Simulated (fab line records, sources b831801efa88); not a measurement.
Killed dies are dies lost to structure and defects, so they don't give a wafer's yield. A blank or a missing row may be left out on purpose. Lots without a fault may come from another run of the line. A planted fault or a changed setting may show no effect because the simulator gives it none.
Problem report in the 8D (eight disciplines) form, filled by code | flow sfq_line | the parts of the form that need people (team, actions taken, sign-off) are left out

1. THE PROBLEM
M3_NB_RS at SFQ_M3_RS_MEAS_919 reads a mean of 0.973 ohm/sq on 9 wafers of 3 lots; wafers without a fault read 0.889 ohm/sq with a standard deviation of 0.01. That is +8.4 standard deviations from the usual mean.
The step: measures by four-point-probe.
First seen on wafer L543.2, day 45 15:59, on film_metro-01. The record holds 45 wafers of 15 lots with a number at this step. Rule for "out", or "out of limits": more than 4 standard deviations from the usual mean. The other wafers with a number count as sound.

2. WHAT IT IS AND WHAT IT IS NOT
question                    | is                           | is not
which readings at this step | M3_NB_RS                     | -
which lots                  | L543, L544, L545             | L541, L542, L553, L554, L555, L556, L557, L558, L559, L560, L562, L564
which wafers of those lots  | all that have a number       | -
read on which gauges        | film_metro-01, film_metro-03 | film_metro-04
when                        | from day 45 15:59            | up to then (6 sound wafers); but 30 sound wafers of L553, L554, L555, L556, L557, L558, L559, L560, L562, L564 came after

3. SUSPECTS, AND WHAT RULES EACH OUT
Counting: a tool at a process step up to the reading stays a suspect if it ran every lot that is out and no sound lot after the first of them.
- the gauge at SFQ_M3_RS_MEAS_919: ruled out. The wafers that are out were read on 2 gauges (film_metro-01, film_metro-03).
- pvd_sputter-05 at SFQ_TRILAYER_M3_DEP_SPUTTER_073 (material Nb, target thk 200 nm, time 133.3 s): ruled out as a lasting fault. Sound lots L555, L557, L559 ran on it after its first lot that is out, L543 (day 45 15:53).
Left after counting: nothing in the record.

4. THE CAUSE (what the simulator had put in)
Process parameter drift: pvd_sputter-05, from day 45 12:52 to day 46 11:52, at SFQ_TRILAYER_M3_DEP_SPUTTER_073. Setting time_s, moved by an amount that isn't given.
Counting ruled it out, wrongly: the rule takes a fault to strike every lot that its tool runs from its start on, and this one did not.

5. THE CHAIN OF EFFECTS, in route order
Each row: a reading whose mean over the struck wafers that have a number lies more than 3 standard deviations from the usual. Only readings for which the record gives a usual standard deviation are gone through. hours: the time from each lot's start at the first step in this table that gives one to its start at this step, as a median over the lots. sigmas: the change in usual standard deviations.
hours | step                                | reading        | usual        | on struck wafers | change | sigmas
0     | SFQ_M3_RS_MEAS_919                  | M3_NB_RS       | 0.889 ohm/sq | 0.973            | +0.084 | +8.4
2     | SFQ_TRILAYER_M3_ETCH_METAL_ETCH_078 | oes_product_au | 0.895 a.u.   | 0.850            | -0.045 | -6.4
The process steps in it:
- SFQ_TRILAYER_M3_ETCH_METAL_ETCH_078: etches Nb in Cl2/Ar, stops on SiO2, target depth 240 nm, time 120 s.

6. WHAT WOULD HAVE CAUGHT IT SOONER
In this record the first reading out of limits at a measuring or inspecting step was taken at day 45 15:59, 3 hours after the fault began at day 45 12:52.
Of the tool readings at SFQ_TRILAYER_M3_DEP_SPUTTER_073 for which the record gives a usual standard deviation, none was out on any struck wafer, so an alarm limit of 4 standard deviations on them would not have fired.
